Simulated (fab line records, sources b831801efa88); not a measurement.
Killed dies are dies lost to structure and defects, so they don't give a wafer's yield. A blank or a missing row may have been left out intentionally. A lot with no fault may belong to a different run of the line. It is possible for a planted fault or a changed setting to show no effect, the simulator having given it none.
Chamber matching    flow gf180mcu    GF_V5_CMP_04 on cmp-02: 4 sister chambers
The step polishes SiO2. 14 wafers are shown with their chamber, then 7 later ones without.

## WAFERS WITH THEIR CHAMBER
wafer   chamber  motor current A (A)
L331.2  3        13.4
L331.3  1        12.9
L331.4  0        12.8
L336.2  1        12.7
L336.5  0        12.4
L336.6  1        12.1
L339.1  1        13.0
L339.3  3        12.6
L339.4  2        10.6
L340.3  0        12.1
L340.4  2        10.8
L340.5  1        12.9
L342.1  2        11.1
L342.5  1        13.0

SIGNATURES (averages over the wafers above)
reading          chamber 0  chamber 1  chamber 2  chamber 3  scatter within a chamber
motor current A  12.433     12.767     10.833     13.000     0.359
Rule: a wafer lies at a distance from a chamber equal to the root of the sum of squares, over the readings, of (its reading less the chamber's mean, divided by the reading's scatter). If the next closest chamber is less than 2 further off than the closest, the wafer can't be placed; otherwise it belongs to the closest. The scatter: take each reading less its chamber's mean, square it, sum over the shown wafers, divide by the number of wafers less the number of chambers, and take the root.

## WAFERS WHOSE CHAMBER IS MISSING
wafer   motor current A (A)
L342.6  10.5
L345.2  12.3
L345.4  13.3
L345.6  12.5
L348.2  12.2
L348.3  12.2
L348.6  12.9

## EACH ONE'S CHAMBER
wafer   from the rows above           in truth
L342.6  2                             2
L345.2  can't be placed: 0 or 1 or 3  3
L345.4  can't be placed: 3 or 1 or 0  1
L345.6  can't be placed: 0 or 1 or 3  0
L348.2  can't be placed: 0 or 1 or 3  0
L348.3  can't be placed: 0 or 1 or 3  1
L348.6  can't be placed: 3 or 1 or 0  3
Placed correctly: 1 of 7. Can't be placed from these rows: 6 (the true chamber is among the candidates in 6). Number placed wrongly: 0.
